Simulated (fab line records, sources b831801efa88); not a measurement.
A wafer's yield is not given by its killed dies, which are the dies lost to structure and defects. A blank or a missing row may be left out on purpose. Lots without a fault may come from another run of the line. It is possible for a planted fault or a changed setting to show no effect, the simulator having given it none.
Which tool did it? :: flow sky130 :: 30 wafers from 10 lots sampled at 5 of the route's 708 steps

== WHAT THE GAUGES SHOWED, per wafer ==
SKY_SONOS_TUNNEL_OVL_MEAS_08.
lot: L348
measured: day 11 11:25
on: overlay-01
SONOS_TUNNEL_OVL (nm): 2.0 0.6 2.7

lot: L351
measured: day 12 04:37
on: overlay-02
SONOS_TUNNEL_OVL (nm): 0.3 -0.9 -1.2

lot: L355
measured: day 13 18:01
on: overlay-01
SONOS_TUNNEL_OVL (nm): 2.1 1.3 2.0

lot: L356
measured: day 14 01:34
on: overlay-02
SONOS_TUNNEL_OVL (nm): 2.7 1.3 3.5

lot: L359
measured: day 15 02:46
on: overlay-02
SONOS_TUNNEL_OVL (nm): 1.7 1.4 0.2

lot: L360
measured: day 15 11:04
on: overlay-02
SONOS_TUNNEL_OVL (nm): 1.9 1.8 0.3

lot: L367
measured: day 17 22:43
on: overlay-02
SONOS_TUNNEL_OVL (nm): -1.0 -1.1 -2.8

lot: L368
measured: day 18 04:04
on: overlay-01
SONOS_TUNNEL_OVL (nm): 1.1 -0.9 0.4

lot: L369
measured: day 18 06:01
on: overlay-01
SONOS_TUNNEL_OVL (nm): 2.1 2.3 2.5

lot: L370
measured: day 18 14:55
on: overlay-01
SONOS_TUNNEL_OVL (nm): 0.1 -0.1 -0.4

SKY_GATE_OXIDE_OVL_MEAS_10.
lot: L348
measured: day 13 19:57
on: overlay-02
GATE_OXIDE_OVL (nm): 1.0 0.3 1.7

lot: L351
measured: day 14 13:42
on: overlay-02
GATE_OXIDE_OVL (nm): 1.0 1.0 2.2

lot: L355
measured: day 16 14:33
on: overlay-01
GATE_OXIDE_OVL (nm): 2.5 1.2 1.2

lot: L356
measured: day 16 18:42
on: overlay-01
GATE_OXIDE_OVL (nm): 0.5 -0.2 0.7

lot: L359
measured: day 17 16:55
on: overlay-01
GATE_OXIDE_OVL (nm): -2.3 -0.3 0.0

lot: L360
measured: day 18 03:13
on: overlay-02
GATE_OXIDE_OVL (nm): 1.0 1.6 0.2

lot: L367
measured: day 20 20:55
on: overlay-01
GATE_OXIDE_OVL (nm): 1.2 1.6 1.2

lot: L368
measured: day 21 04:45
on: overlay-02
GATE_OXIDE_OVL (nm): 1.8 1.6 1.4

lot: L369
measured: day 21 04:37
on: overlay-02
GATE_OXIDE_OVL (nm): 4.1 2.2 3.7

lot: L370
measured: day 21 11:35
on: overlay-02
GATE_OXIDE_OVL (nm): -0.4 1.7 -0.4

SKY_POLY_GATE_THK_MEAS_01.
lot: L348
measured: day 14 01:10
on: film_metro-04
POLY_GATE_CVD_00_THK (nm): 179.4 180.4 180.2

lot: L351
measured: day 14 21:42
on: film_metro-04
POLY_GATE_CVD_00_THK (nm): 180.2 181.7 180.2

lot: L355
measured: day 16 17:47
on: film_metro-01
POLY_GATE_CVD_00_THK (nm): 178.7 179.4 177.7

lot: L356
measured: day 16 22:13
on: film_metro-04
POLY_GATE_CVD_00_THK (nm): 183.2 183.0 182.2

lot: L359
measured: day 17 20:26
on: film_metro-01
POLY_GATE_CVD_00_THK (nm): 128.5 127.8 127.9

lot: L360
measured: day 18 06:27
on: film_metro-04
POLY_GATE_CVD_00_THK (nm): 131.2 129.8 129.7

lot: L367
measured: day 21 02:11
on: film_metro-04
POLY_GATE_CVD_00_THK (nm): 179.6 180.1 179.9

lot: L368
measured: day 21 09:02
on: film_metro-04
POLY_GATE_CVD_00_THK (nm): 183.3 183.7 183.4

lot: L369
measured: day 21 07:51
on: film_metro-04
POLY_GATE_CVD_00_THK (nm): 181.3 179.9 180.1

lot: L370
measured: day 21 15:16
on: film_metro-02
POLY_GATE_CVD_00_THK (nm): 180.4 179.5 181.3

== TOOL THAT RAN EACH LOT (tool first, then ch and the chambers of the sampled wafers, then the start) ==
lot: L348
SKY_DNWELL_STRIP_08: plasma_asher-04 ch 0,1, day 3 09:09
SKY_POLY_GATE_CVD_00: lpcvd-01 ch 1, day 13 23:58

lot: L351
SKY_DNWELL_STRIP_08: plasma_asher-02 ch 0,1, day 3 19:15
SKY_POLY_GATE_CVD_00: lpcvd-01 ch 1, day 14 20:30

lot: L355
SKY_DNWELL_STRIP_08: plasma_asher-01 ch 0,1, day 4 20:09
SKY_POLY_GATE_CVD_00: lpcvd-01 ch 0, day 16 16:35

lot: L356
SKY_DNWELL_STRIP_08: plasma_asher-02 ch 0,1, day 5 01:33
SKY_POLY_GATE_CVD_00: lpcvd-01 ch 0, day 16 21:01

lot: L359
SKY_DNWELL_STRIP_08: plasma_asher-02 ch 0,1, day 5 17:15
SKY_POLY_GATE_CVD_00: lpcvd-01 ch 1, day 17 19:14

lot: L360
SKY_DNWELL_STRIP_08: plasma_asher-01 ch 0,1, day 5 23:57
SKY_POLY_GATE_CVD_00: lpcvd-01 ch 1, day 18 05:15

lot: L367
SKY_DNWELL_STRIP_08: plasma_asher-04 ch 0,1, day 7 15:54
SKY_POLY_GATE_CVD_00: lpcvd-01 ch 1, day 21 00:23

lot: L368
SKY_DNWELL_STRIP_08: plasma_asher-01 ch 0,1, day 7 20:33
SKY_POLY_GATE_CVD_00: lpcvd-01 ch 0, day 21 07:50

lot: L369
SKY_DNWELL_STRIP_08: plasma_asher-02 ch 0, day 7 22:15
SKY_POLY_GATE_CVD_00: lpcvd-01 ch 1, day 21 06:38

lot: L370
SKY_DNWELL_STRIP_08: plasma_asher-04 ch 0,1, day 8 02:45
SKY_POLY_GATE_CVD_00: lpcvd-01 ch 1, day 21 14:04
- SKY_DNWELL_STRIP_08: strips in O2/N2.
- SKY_POLY_GATE_CVD_00: deposits poly-Si, target thk 180 nm, time 720 s.

== AS READ BY THE TOOLS THEMSELVES (means over the sampled wafers that have a number; for cases with no such wafer, the mark the record gives instead) ==
SKY_DNWELL_STRIP_08.
lot: L348
tool: plasma_asher-04
drypump_motor_current_A (A): 6.0
o2_flow_sccm (sccm): 3001
oes_product_au (a.u.): 0.726
strip_time_to_endpoint_s (s): 36.91

lot: L351
tool: plasma_asher-02
drypump_motor_current_A (A): 5.9
o2_flow_sccm (sccm): 3007
oes_product_au (a.u.): 0.719
strip_time_to_endpoint_s (s): 36.93

lot: L355
tool: plasma_asher-01
drypump_motor_current_A (A): 6.2
o2_flow_sccm (sccm): 3005
oes_product_au (a.u.): 0.722
strip_time_to_endpoint_s (s): 36.83

lot: L356
tool: plasma_asher-02
drypump_motor_current_A (A): 5.8
o2_flow_sccm (sccm): 2995
oes_product_au (a.u.): 0.722
strip_time_to_endpoint_s (s): 37.16

lot: L359
tool: plasma_asher-02
drypump_motor_current_A (A): 5.7
o2_flow_sccm (sccm): 3003
oes_product_au (a.u.): 0.722
strip_time_to_endpoint_s (s): 36.84

lot: L360
tool: plasma_asher-01
drypump_motor_current_A (A): 6.2
o2_flow_sccm (sccm): 2988
oes_product_au (a.u.): 0.720
strip_time_to_endpoint_s (s): 36.85

lot: L367
tool: plasma_asher-04
drypump_motor_current_A (A): 5.7
o2_flow_sccm (sccm): 2997
oes_product_au (a.u.): 0.724
strip_time_to_endpoint_s (s): 37.00

lot: L368
tool: plasma_asher-01
drypump_motor_current_A (A): 6.2
o2_flow_sccm (sccm): 3003
oes_product_au (a.u.): 0.729
strip_time_to_endpoint_s (s): 37.04

lot: L369
tool: plasma_asher-02
drypump_motor_current_A (A): 6.1
o2_flow_sccm (sccm): 2999
oes_product_au (a.u.): 0.723
strip_time_to_endpoint_s (s): 37.02

lot: L370
tool: plasma_asher-04
drypump_motor_current_A (A): 5.7
o2_flow_sccm (sccm): 2994
oes_product_au (a.u.): 0.724
strip_time_to_endpoint_s (s): 37.05

SKY_POLY_GATE_CVD_00.
lot: L348
tool: lpcvd-01
pressure_mtorr (mTorr): 200.2
spike_tc_bottom_C (C): 638.8
spike_tc_centre_C (C): 618.6
spike_tc_lower_C (C): 619.8
spike_tc_top_C (C): 643.1
spike_tc_upper_C (C): 618.9
susceptor_temp_C (C): 620.43

lot: L351
tool: lpcvd-01
pressure_mtorr (mTorr): 199.8
spike_tc_bottom_C (C): 639.1
spike_tc_centre_C (C): 618.4
spike_tc_lower_C (C): 619.0
spike_tc_top_C (C): 642.8
spike_tc_upper_C (C): 619.9
susceptor_temp_C (C): 620.26

lot: L355
tool: lpcvd-01
pressure_mtorr (mTorr): 200.5
spike_tc_bottom_C (C): 644.7
spike_tc_centre_C (C): 620.2
spike_tc_lower_C (C): 619.3
spike_tc_top_C (C): 644.3
spike_tc_upper_C (C): 618.5
susceptor_temp_C (C): 619.90

lot: L356
tool: lpcvd-01
pressure_mtorr (mTorr): 199.8
spike_tc_bottom_C (C): 644.2
spike_tc_centre_C (C): 619.2
spike_tc_lower_C (C): 619.1
spike_tc_top_C (C): 643.3
spike_tc_upper_C (C): 619.7
susceptor_temp_C (C): 619.94

lot: L359
tool: lpcvd-01
pressure_mtorr (mTorr): 199.9
spike_tc_bottom_C (C): 625.1
spike_tc_centre_C (C): 604.0
spike_tc_lower_C (C): 605.3
spike_tc_top_C (C): 629.1
spike_tc_upper_C (C): 605.2
susceptor_temp_C (C): 605.92

lot: L360
tool: lpcvd-01
pressure_mtorr (mTorr): 199.9
spike_tc_bottom_C (C): 626.0
spike_tc_centre_C (C): 603.8
spike_tc_lower_C (C): 605.6
spike_tc_top_C (C): 627.9
spike_tc_upper_C (C): 605.3
susceptor_temp_C (C): 605.41

lot: L367
tool: lpcvd-01
pressure_mtorr (mTorr): 200.1
spike_tc_bottom_C (C): 640.4
spike_tc_centre_C (C): 618.3
spike_tc_lower_C (C): 618.8
spike_tc_top_C (C): 642.7
spike_tc_upper_C (C): 618.4
susceptor_temp_C (C): 620.09

lot: L368
tool: lpcvd-01
pressure_mtorr (mTorr): 199.9
spike_tc_bottom_C (C): 643.7
spike_tc_centre_C (C): 619.8
spike_tc_lower_C (C): 620.5
spike_tc_top_C (C): 643.2
spike_tc_upper_C (C): 618.0
susceptor_temp_C (C): 619.76

lot: L369
tool: lpcvd-01
pressure_mtorr (mTorr): 200.1
spike_tc_bottom_C (C): 638.3
spike_tc_centre_C (C): 619.5
spike_tc_lower_C (C): 619.6
spike_tc_top_C (C): 642.7
spike_tc_upper_C (C): 619.7
susceptor_temp_C (C): 620.31

lot: L370
tool: lpcvd-01
pressure_mtorr (mTorr): 199.9
spike_tc_bottom_C (C): 638.2
spike_tc_centre_C (C): 618.2
spike_tc_lower_C (C): 620.5
spike_tc_top_C (C): 642.0
spike_tc_upper_C (C): 619.6
susceptor_temp_C (C): 620.02

== THE ANSWER, worked out from the rows above alone ==
Rule: the usual values come from the lots themselves. The widest of any qualifying gaps counts: lots, ordered by their means at a reading, are off when they make up no more than a third of the lots, leave a main group of 4 or more, and stand apart from it by 3 or more times the standard deviation of that group's means. The tables above print the reading to a certain number of digits; a main group whose means all agree to those digits is not used. A lot without any number at a reading at which 4 lots or more have one is off too. All remaining lots with rows at the step are treated as sound. After the gauges, taken in route order, come the tools' own readings; for these a lot's mean is taken, as printed above. The first step at which some lot is off is used, and at that step the reading that is off furthest; a lot without a number counts as furthest.
Off: at SKY_POLY_GATE_THK_MEAS_01 (POLY_GATE_CVD_00_THK), L359, L360. Main group: mean 180.8 nm, sd 1.5.
If a tool, at a process step before that reading, ran all the lots that are off and no sound lot after the first of them, it fits. Not tried: the gauges at SKY_POLY_GATE_THK_MEAS_01; whatever is off there is also off at SKY_POLY_GATE_CVD_00, on other tools, and gauge error can't account for it. None of those tried fits.

== WHAT WAS PUT IN BY THE SIMULATOR ==
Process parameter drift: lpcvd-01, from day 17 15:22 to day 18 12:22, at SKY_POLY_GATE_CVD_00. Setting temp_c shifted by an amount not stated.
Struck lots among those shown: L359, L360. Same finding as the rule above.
